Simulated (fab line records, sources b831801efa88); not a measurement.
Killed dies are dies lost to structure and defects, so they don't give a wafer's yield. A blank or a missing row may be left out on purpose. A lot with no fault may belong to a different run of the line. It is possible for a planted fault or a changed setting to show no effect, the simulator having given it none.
Check for tools in common | flow gf180mcu | Lots sampled 13, wafers sampled 39

== REASON IT WAS OPENED ==
At GF_CONTACT_RS_MEAS_25 the reading CONTACT_W_RS is flagged on 2 of 13 lots. Fault-free wafers read 0.383 ohm/sq, with a standard deviation of 0.0067.
Rule: a lot is flagged when every wafer of it that has a number lies more than 4 standard deviations from that mean, or none has a number. The other lots count as sound.

lot  | measured     | on            | CONTACT_W_RS (ohm/sq), wafer by wafer | flag
L295 | day 16 03:03 | film-metro-02 | 0.382 0.378 0.377                     |
L296 | day 16 06:58 | film-metro-02 | 0.386 0.372 0.376                     |
L297 | day 16 21:17 | film-metro-03 | 0.384 0.372 0.385                     |
L298 | day 17 00:17 | film-metro-03 | 0.384 0.384 0.374                     |
L300 | day 18 01:46 | film-metro-04 | 0.381 0.384 0.386                     |
L302 | day 18 19:02 | film-metro-03 | 0.372 0.382 0.369                     |
L303 | day 19 05:42 | film-metro-03 | 0.390 0.392 0.387                     |
L307 | day 20 08:03 | film-metro-02 | 0.385 0.380 0.383                     |
L309 | day 21 05:49 | film-metro-03 | 0.375 0.373 0.376                     |
L310 | day 21 19:25 | film-metro-02 | 0.387 0.387 0.391                     |
L312 | day 22 01:58 | film-metro-02 | 0.415 0.412 0.417                     | FLAGGED
L313 | day 22 10:50 | film-metro-04 | 0.420 0.418 0.414                     | FLAGGED
L318 | day 24 09:59 | film-metro-03 | 0.390 0.375 0.390                     |
Average over the flagged lots: 0.416 ohm/sq; offset from the usual +0.033 ohm/sq, equal to +5 standard deviations.

== LOT BY LOT: THE TOOL USED ==
The record holds 3 process steps before the reading, out of a route of 602 steps. Cell contents, in order: the tool; ch with the chambers the sampled wafers went through; the start.
lot  | flag    | GF_SALICIDE_RTA_06               | GF_CONTACT_SPUTTER_23        | GF_CONTACT_CVD_24
L295 |         | rtp-anneal-02 ch 0, day 15 03:33 | pvd-sputter-03, day 16 02:53 | cvd-w-02 ch 0,1, day 16 02:56
L296 |         | rtp-anneal-02 ch 0, day 15 07:45 | pvd-sputter-02, day 16 06:50 | cvd-w-01 ch 0,1, day 16 06:52
L297 |         | rtp-anneal-01 ch 0, day 15 21:00 | pvd-sputter-03, day 16 21:08 | cvd-w-01 ch 0,1, day 16 21:10
L298 |         | rtp-anneal-02 ch 0, day 16 00:47 | pvd-sputter-03, day 17 00:09 | cvd-w-01 ch 0,1, day 17 00:11
L300 |         | rtp-anneal-02 ch 0, day 17 01:11 | pvd-sputter-02, day 18 01:35 | cvd-w-02 ch 0,1, day 18 01:39
L302 |         | rtp-anneal-01 ch 0, day 17 18:23 | pvd-sputter-02, day 18 18:53 | cvd-w-01 ch 0,1, day 18 18:56
L303 |         | rtp-anneal-02 ch 0, day 18 03:54 | pvd-sputter-02, day 19 05:28 | cvd-w-02 ch 0, day 19 05:30
L307 |         | rtp-anneal-01 ch 0, day 19 05:43 | pvd-sputter-01, day 20 07:52 | cvd-w-02 ch 0,1, day 20 07:56
L309 |         | rtp-anneal-01 ch 0, day 20 05:02 | pvd-sputter-01, day 21 05:41 | cvd-w-01 ch 1, day 21 05:43
L310 |         | rtp-anneal-01 ch 0, day 20 17:53 | pvd-sputter-03, day 21 19:14 | cvd-w-02 ch 0,1, day 21 19:19
L312 | FLAGGED | rtp-anneal-02 ch 0, day 21 00:08 | pvd-sputter-02, day 22 01:47 | cvd-w-02 ch 0,1, day 22 01:51
L313 | FLAGGED | rtp-anneal-01 ch 0, day 21 09:32 | pvd-sputter-01, day 22 10:41 | cvd-w-02 ch 0,1, day 22 10:44
L318 |         | rtp-anneal-02 ch 0, day 23 09:16 | pvd-sputter-03, day 24 09:50 | cvd-w-01 ch 0,1, day 24 09:52
What is done by these steps:
- GF_SALICIDE_RTA_06: time 30 s.
- GF_CONTACT_SPUTTER_23: material TiN, target thk 10 nm, time 40 s.
- GF_CONTACT_CVD_24: deposits W, target thk 300 nm, time 90.339 s.
- GF_CONTACT_RS_MEAS_25: measures by four-point-probe.

== FLAGGED AGAINST TOTAL, ONE TOOL AT A TIME (gauges that did the reading follow at the end) ==
step                  | tool           | lots run | flagged | share of the flagged lots | sound lots run after its first flagged lot
GF_SALICIDE_RTA_06    | rtp-anneal-01  | 6        | 1       | some                      | 0
GF_SALICIDE_RTA_06    | rtp-anneal-02  | 7        | 1       | some                      | 1 (L318)
GF_CONTACT_SPUTTER_23 | pvd-sputter-01 | 3        | 1       | some                      | 0
GF_CONTACT_SPUTTER_23 | pvd-sputter-02 | 5        | 1       | some                      | 0
GF_CONTACT_SPUTTER_23 | pvd-sputter-03 | 5        | 0       | none                      | -
GF_CONTACT_CVD_24     | cvd-w-01       | 6        | 0       | none                      | -
GF_CONTACT_CVD_24     | cvd-w-02       | 7        | 2       | all                       | 0
GF_CONTACT_RS_MEAS_25 | film-metro-02  | 5        | 1       | some                      | 0
GF_CONTACT_RS_MEAS_25 | film-metro-03  | 6        | 0       | none                      | -
GF_CONTACT_RS_MEAS_25 | film-metro-04  | 2        | 1       | some                      | 0

== WHAT IS ALLOWED BY THE TABLE ==
In the table, 1 row covers all flagged lots: cvd-w-02 at GF_CONTACT_CVD_24.
- cvd-w-02 at GF_CONTACT_CVD_24 ran 7 lots, 2 of them flagged. A fault beginning between L310 (day 21 19:19), its last sound lot, and L312 (day 22 01:51), its first flagged one, fits the data. Its own readings (susceptor-temp-C) fall more than 4 standard deviations out on all wafers of the flagged lots.
What remains is a single tool, cvd-w-02 at GF_CONTACT_CVD_24.

== WHAT THE SIMULATOR PUT IN ==
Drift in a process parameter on cvd-w-02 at GF_CONTACT_CVD_24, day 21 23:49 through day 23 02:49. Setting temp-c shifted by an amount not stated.
Shown lots that were struck: L312, L313. This agrees with what the rule above found.
